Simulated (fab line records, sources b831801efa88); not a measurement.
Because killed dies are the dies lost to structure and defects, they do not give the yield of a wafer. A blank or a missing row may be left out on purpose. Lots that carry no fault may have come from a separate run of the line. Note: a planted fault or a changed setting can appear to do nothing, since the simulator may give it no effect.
Comparing a struck lot with a sound one + flow sky130 + 22 steps out of a route of 708
Sound: the wafers L706.1, L706.2, L706.5. Struck: wafers L713.1, L713.5 (left out: L713.6, a lot-mate that was not struck); the cause follows at the end.
Order at every step that has rows: each side's tool, ch and its chambers, its first start. Under that, the readings that differ: sound wafers + struck wafers + difference of the means + sigmas: that difference in standard deviations of wafers without a fault.
alike: same words and numbers on both sides, and readings whose means sit less than 2 such deviations apart. not compared: any withheld reading, any reading some wafer has no value for, any bound like >300 that may hide the same value, and any number with overlapping values for which the record gives no deviation.
Wherever a step has rows on one side only, a row that says differs or no value, or a row with sigmas, the two part there. When numbers do not overlap yet have no deviation, they are printed without sigmas and do not part them. Lack of a reading on every wafer of one side parts them only where that side has two or more wafers.

first, 5 steps without rows for these wafers: SKY_LDD_P_COAT_02 (resist thk 1140 nm); SKY_LDD_P_SOFTBAKE_03 (time 60 s); SKY_LDD_P_EXPOSE_04 (exposes mask PSDM, target cd 380 nm); SKY_LDD_P_PEB_05; SKY_LDD_P_DEVELOP_06 (develop time 60 s).
SKY_LDD_P_CD_MEAS_07 targets a cd of 380 nm.
  sound: cdSem-01 at day 21 05:52; struck: cdSem-01 at day 23 16:46
  alike: cdNm
SKY_LDD_P_OVL_MEAS_08:
  sound: overlay-01 at day 21 05:59; struck: overlay-01 at day 23 16:53
  alike: LDD_P_OVL
next, for these wafers, 1 step has no rows: SKY_LDD_P_IMPLANT_09.
SKY_LDD_P_STRIP_10: strips in O2/N2.
  sound on plasmaAsher-04 ch 0,1, day 21 06:10; struck on plasmaAsher-04 ch 0,1, day 23 17:04
  alike: drypumpMotorCurrentA, oesProductAu, stripTimeToEndpointS
  not compared: rfHoursCounterH
SKY_LDD_P_TW_MEAS_11:
  sound: filmMetro-02 at day 21 06:16; struck: filmMetro-04 at day 23 17:10
  alike: LDD_P_TW
then, 2 steps without rows for these wafers: SKY_LDD_HVN_DEHYDRATE_00 (time 60 s); SKY_LDD_HVN_HMDS_01 (prime time 60 s).
SKY_LDD_HVN_COAT_02: resist thk 300 nm.
  sound on lithoTrack-03 ch 0, day 21 21:17; struck on lithoTrack-03 ch 0, day 24 07:59
| reading                                     | sound             | struck      | difference | sigmas |
|---------------------------------------------|-------------------|-------------|------------|--------|
| model.NOVOLAK_of_LDD_HVN_COAT_02.thkNm (nm) | 298.9 298.9 298.5 | 316.8 316.9 | +18.1      |        |
  alike: exhaustPa
then, 3 steps without rows for these wafers: SKY_LDD_HVN_SOFTBAKE_03 (time 60 s); SKY_LDD_HVN_EXPOSE_04 (exposes mask HVNTM, target cd 700 nm); SKY_LDD_HVN_PEB_05.
SKY_LDD_HVN_DEVELOP_06: develop time 60 s.
  sound on lithoTrack-04 ch 0, day 22 12:26; struck on lithoTrack-01 ch 0, day 24 23:01
| reading                                     | sound             | struck      | difference | sigmas |
|---------------------------------------------|-------------------|-------------|------------|--------|
| model.NOVOLAK_of_LDD_HVN_COAT_02.thkNm (nm) | 298.5 298.5 298.1 | 316.4 316.5 | +18.1      |        |
  alike: exhaustPa
SKY_LDD_HVN_OVL_MEAS_07:
  sound: overlay-02 at day 22 12:35; struck: overlay-02 at day 24 23:10
  alike: LDD_HVN_OVL
next, for these wafers, 1 step has no rows: SKY_LDD_HVN_IMPLANT_08.
SKY_LDD_HVN_STRIP_09: strips in O2/N2.
  sound on plasmaAsher-03 ch 0,1, day 22 12:46; struck on plasmaAsher-03 ch 0,1, day 24 23:22
| reading                  | sound             | struck      | difference | sigmas |
|--------------------------|-------------------|-------------|------------|--------|
| stripTimeToEndpointS (s) | 4.129 4.115 4.121 | 4.366 4.338 | +0.230     | +16    |
  alike: drypumpMotorCurrentA, oesProductAu
  not compared: rfHoursCounterH
SKY_LDD_HVN_TW_MEAS_10:
  sound: filmMetro-02 at day 22 12:52; struck: filmMetro-03 at day 24 23:28
  alike: LDD_HVN_TW
-- a jump in the record: the struck wafers' starts before and after are 24 days apart (it breaks off in module LDD_HVN and resumes in module PAD_OPEN, where the first step shown is number 708 of the route) --
SKY_PAD_OPEN_PROBE_99:
  sound: prober-01 at day 47 08:01; struck: prober-02 at day 48 22:52
  alike: killed_at_M0_to_M3, killed_at_M4_up, killedAtContacts, killedAtFrontEnd, killedAtOther, killedDies, killedOpen, killedShort

WHERE THEY PART
Only at SKY_LDD_HVN_STRIP_09, within this record. Later steps at which nothing parts them and some readings are alike: SKY_LDD_HVN_TW_MEAS_10, SKY_PAD_OPEN_PROBE_99.

WHY: what the simulator had put in
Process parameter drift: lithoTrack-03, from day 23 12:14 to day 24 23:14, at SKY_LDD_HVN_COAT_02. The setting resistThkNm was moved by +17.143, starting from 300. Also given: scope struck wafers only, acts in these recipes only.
